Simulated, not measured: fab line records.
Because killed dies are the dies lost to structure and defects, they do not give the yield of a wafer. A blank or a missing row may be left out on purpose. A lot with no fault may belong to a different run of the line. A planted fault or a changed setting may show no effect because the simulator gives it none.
Which tool is to blame?	flow sky130	42 wafers from 14 lots sampled at 4 of the route's 708 steps

== WHAT THE GAUGES READ, wafer by wafer ==
SKY_POLY_CUT_CD_MEAS_08 targets a cd of 270 nm. Usual: cdNm reads 270.1 nm (standard deviation 1.1).
lot	measured	on	cdNm (nm)	flag
L940	day 24 09:52	cdSem-01	270.5 270.3 271.4	
L941	day 24 21:07	cdSem-01	270.3 271.5 270.2	
L942	day 25 01:43	cdSem-02	271.2 267.8 269.4	
L946	day 26 12:47	cdSem-01	269.3 269.9 269.2	
L949	day 27 14:59	cdSem-01	268.7 268.8 268.4	
L950	day 27 22:11	cdSem-02	270.3 269.1 269.8	
L951	day 28 07:03	cdSem-01	267.7 267.9 268.1	
L953	day 28 21:12	cdSem-02	270.1 269.1 271.6	
L954	day 29 05:31	cdSem-01	271.4 270.9 272.0	
L955	day 29 15:32	cdSem-01	269.9 271.2 270.0	
L956	day 29 21:15	cdSem-01	270.3 271.1 270.5	
L958	day 30 17:11	cdSem-01	270.2 270.7 271.3	
L959	day 30 20:51	cdSem-02	269.4 268.8 270.3	
L963	day 32 09:51	cdSem-02	271.3 270.0 271.7	

SKY_LI_CONTACT_CD_MEAS_12 targets a cd of 170 nm. Usual: cdNm reads 170.0 nm (standard deviation 1.5).
lot	measured	on	cdNm (nm)	flag
L940	day 29 08:32	cdSem-02	168.0 167.8 168.3	
L941	day 29 18:16	cdSem-02	170.5 171.1 170.6	
L942	day 29 22:26	cdSem-01	169.0 169.1 169.0	
L946	day 31 07:11	cdSem-02	170.3 170.9 169.9	
L949	day 32 09:23	cdSem-02	169.9 169.4 168.1	
L950	day 32 15:01	cdSem-02	168.9 171.4 167.7	
L951	day 32 23:56	cdSem-02	169.7 168.4 170.0	
L953	day 33 14:14	cdSem-02	168.3 169.9 167.7	
L954	day 33 21:22	cdSem-01	172.1 171.0 171.5	
L955	day 34 06:17	cdSem-01	171.9 171.3 170.7	
L956	day 34 12:14	cdSem-01	170.9 170.8 172.7	
L958	day 35 06:29	cdSem-01	169.2 170.1 170.1	
L959	day 35 10:18	cdSem-01	171.4 171.3 172.9	
L963	day 36 22:06	cdSem-02	167.7 168.7 170.1	

SKY_CONTACT_THK_MEAS_01. Usual: CONTACT_CVD_00_THK gives 75.2 nm (standard deviation 1.1).
lot	measured	on	CONTACT_CVD_00_THK (nm)	flag
L940	day 30 15:15	filmMetro-01	74.5 75.0 75.8	
L941	day 31 00:38	filmMetro-04	73.7 77.9 75.5	
L942	day 31 05:13	filmMetro-01	73.3 73.4 74.6	
L946	day 32 12:35	filmMetro-04	74.6 76.1 75.9	
L949	day 33 16:16	filmMetro-01	74.8 74.6 74.7	
L950	day 33 19:53	filmMetro-02	75.8 74.0 75.7	
L951	day 34 04:47	filmMetro-01	75.7 76.9 75.3	
L953	day 34 18:39	filmMetro-01	75.1 73.5 74.5	
L958	day 36 10:36	filmMetro-04	73.8 74.7 73.8	
L959	day 36 14:59	filmMetro-04	74.1 73.2 74.1	
L963	day 38 02:35	filmMetro-04	73.9 76.3 75.2	

== EACH LOT AND THE TOOL THAT RAN IT (in order: tool; ch and the chambers of the sampled wafers; start) ==
lot	SKY_LI_CONTACT_SPUTTER_19
L940	pvdSputter-04, day 29 09:08
L941	pvdSputter-02, day 29 18:48
L942	pvdSputter-01, day 29 23:01
L946	pvdSputter-01, day 31 07:47
L949	pvdSputter-01, day 32 09:59
L950	pvdSputter-01, day 32 15:37
L951	pvdSputter-02, day 33 00:30
L953	pvdSputter-04, day 33 14:48
L954	pvdSputter-01, day 33 21:54
L955	pvdSputter-01, day 34 06:48
L956	pvdSputter-04, day 34 12:48
L958	pvdSputter-01, day 35 07:04
L959	pvdSputter-02, day 35 10:52
L963	pvdSputter-02, day 36 22:40
- SKY_LI_CONTACT_SPUTTER_19: material Ti, target thk 20 nm, time 106.37 s.

== WHAT THE TOOLS THEMSELVES READ (means of the sampled wafers that have a number; where no wafer has one, the mark that the record gives instead) ==
SKY_LI_CONTACT_SPUTTER_19. Usual: cathodeDcPowerW 2500.0 W, standard deviation 0.42; chamberPressurePa 4.825 Pa, standard deviation 0.0097; substrateTempC 200.02 C, standard deviation 0.16; throttleValvePct 29.9 %, standard deviation 0.93.
lot	tool	cathodeDcPowerW (W)	chamberPressurePa (Pa)	substrateTempC (C)	throttleValvePct (%)	flag
L940	pvdSputter-04	2500.1	4.822	199.96	30.6	
L941	pvdSputter-02	2500.4	4.821	200.06	30.2	
L942	pvdSputter-01	2499.9	4.831	199.99	30.4	
L946	pvdSputter-01	2500.2	4.831	200.06	30.4	
L949	pvdSputter-01	2500.0	4.820	199.99	29.8	
L950	pvdSputter-01	2499.5	4.827	200.07	30.3	
L951	pvdSputter-02	2500.2	4.821	199.95	30.0	
L953	pvdSputter-04	2499.9	4.832	199.86	29.8	
L954	pvdSputter-01	-	-	-	-	OFF
L955	pvdSputter-01	-	-	-	-	OFF
L956	pvdSputter-04	-	-	-	-	OFF
L958	pvdSputter-01	2499.9	4.822	200.00	29.5	
L959	pvdSputter-02	2500.1	4.831	200.08	29.7	
L963	pvdSputter-02	2500.1	4.833	200.11	30.0	

== THE ANSWER, worked out from the rows above alone ==
Rule: a lot is off if the mean of its wafers that have a number lies more than 3 standard deviations from the usual mean. A lot without any number at a reading at which 4 lots or more have one is off too. Where the step has rows for the other lots, those lots are counted as sound. First the gauges in route order, then the tools' own readings, where a lot's mean is used as printed above. At the first step where some lot is off, the reading lying furthest off is the one used; lots without a number count as furthest.
Off at SKY_LI_CONTACT_SPUTTER_19 (cathodeDcPowerW): L954, L955, L956. Without a number there: L954, L955, L956.
If a tool, at that step or one of the process steps before it, ran each lot that is off and ran no sound lot following the first of them, it fits. Of those tried, none fits.

== WHAT THE SIMULATOR HAD INSERTED ==
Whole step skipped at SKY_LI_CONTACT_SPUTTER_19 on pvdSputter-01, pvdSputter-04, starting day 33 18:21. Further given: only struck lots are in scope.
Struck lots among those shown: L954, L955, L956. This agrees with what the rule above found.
